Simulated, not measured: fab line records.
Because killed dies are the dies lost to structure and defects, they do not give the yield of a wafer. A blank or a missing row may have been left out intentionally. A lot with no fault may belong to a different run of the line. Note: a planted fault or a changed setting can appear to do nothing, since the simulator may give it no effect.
2 desks looking at one fault -- flow gf180mcu -- numbers are kept per desk, each desk with only its own; the story behind them comes last

== METROLOGY DESK ==
Lot by lot, what the gauges showed, no matter which tool ran the lot: averages of those sampled wafers that carry a number. A lot is out of limits, marked OUT, if its mean lies more than 4 standard deviations from the usual mean; the brackets give that distance.
Columns: A = STI_OXIDATION_02_THK at GF_STI_THK_MEAS_30, usual 10.04 nm
lot,first seen here,A
L819,day 2 06:11,10.11
L822,day 2 23:01,10.05
L823,day 3 02:38,9.92
L824,day 3 08:46,9.99
L825,day 3 12:58,9.86
L826,day 3 18:05,9.86
L827,day 3 23:20,10.25
L830,day 4 15:34,9.83
L833,day 5 14:22,10.12
L835,day 5 21:18,10.03
L838,day 6 12:06,10.01
L840,day 6 17:37,10.35
L841,day 6 23:35,10.21
L842,day 7 05:00,9.90
This desk found nothing out of limits on any of the 14 lots.

== AT THE TOOL OWNER'S DESK: furnace-02 ==
The tool's own readings at GF_DUAL_GATE_OXIDATION_15 (stabilise 600 s, purge 300 s, target thk 7.098 nm): means of the sampled wafers that have a number, for each lot that ran on this tool. A lot is out of limits, marked OUT, if its mean lies more than 4 standard deviations from the usual mean; the brackets give that distance.
Columns: A = spike_tc_bottom_C at GF_DUAL_GATE_OXIDATION_15, usual 866.8 C; B = spike_tc_centre_C at GF_DUAL_GATE_OXIDATION_15, usual 850.5 C; C = spike_tc_lower_C at GF_DUAL_GATE_OXIDATION_15, usual 851.4 C; D = spike_tc_top_C at GF_DUAL_GATE_OXIDATION_15, usual 860.7 C; E = spike_tc_upper_C at GF_DUAL_GATE_OXIDATION_15, usual 850.0 C; F = tube_center_temp_C_max at GF_DUAL_GATE_OXIDATION_15, usual 852.2
lot,first seen here,A,B,C,D,E,F
L819,day 8 08:31,865.3,850.0,851.7,859.3,850.5,851.9
L822,day 9 05:50,864.4,849.4,851.3,858.6,851.4,852.2
L823,day 9 07:50,865.4,849.7,852.4,860.7,850.1,852.2
L827,day 10 15:44,864.8,850.1,852.7,859.7,849.7,852.2
L833,day 12 19:44,864.2,850.4,851.2,858.9,849.7,852.3
L835,day 13 03:17,864.7,849.7,850.9,859.6,850.1,852.0
L838,day 13 23:49,852.6 (-6.2) OUT,837.2 (-14) OUT,839.0 (-12) OUT,847.8 (-8.6) OUT,836.9 (-13) OUT,852.2
L841,day 14 15:11,852.2 (-6.3) OUT,837.7 (-14) OUT,838.5 (-13) OUT,847.8 (-8.6) OUT,837.5 (-13) OUT,852.4
This desk's finding: out of limits on L838, L841; first on L838, day 13 23:49 (spike_tc_bottom_C at GF_DUAL_GATE_OXIDATION_15). L819, L822, L823, L827, L833, L835 stayed within limits.

== PUT TOGETHER ==
At day 13 23:49, on L838, L841, the tool owner's desk was in a position to raise an alarm.
At the metrology desk, nothing out of limits was observed.
The metrology desk holds a record of L838, L841, inside its limits.
Every lot named ran GF_DUAL_GATE_OXIDATION_15 on furnace-02.

== WHAT WAS PUT IN BY THE SIMULATOR ==
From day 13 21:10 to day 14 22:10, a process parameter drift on furnace-02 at GF_DUAL_GATE_OXIDATION_15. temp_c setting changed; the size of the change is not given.
Lots struck among those shown: L838, L841.
Hours from the fault's start to each desk's first reading out of limits: the tool owner's desk, 3.
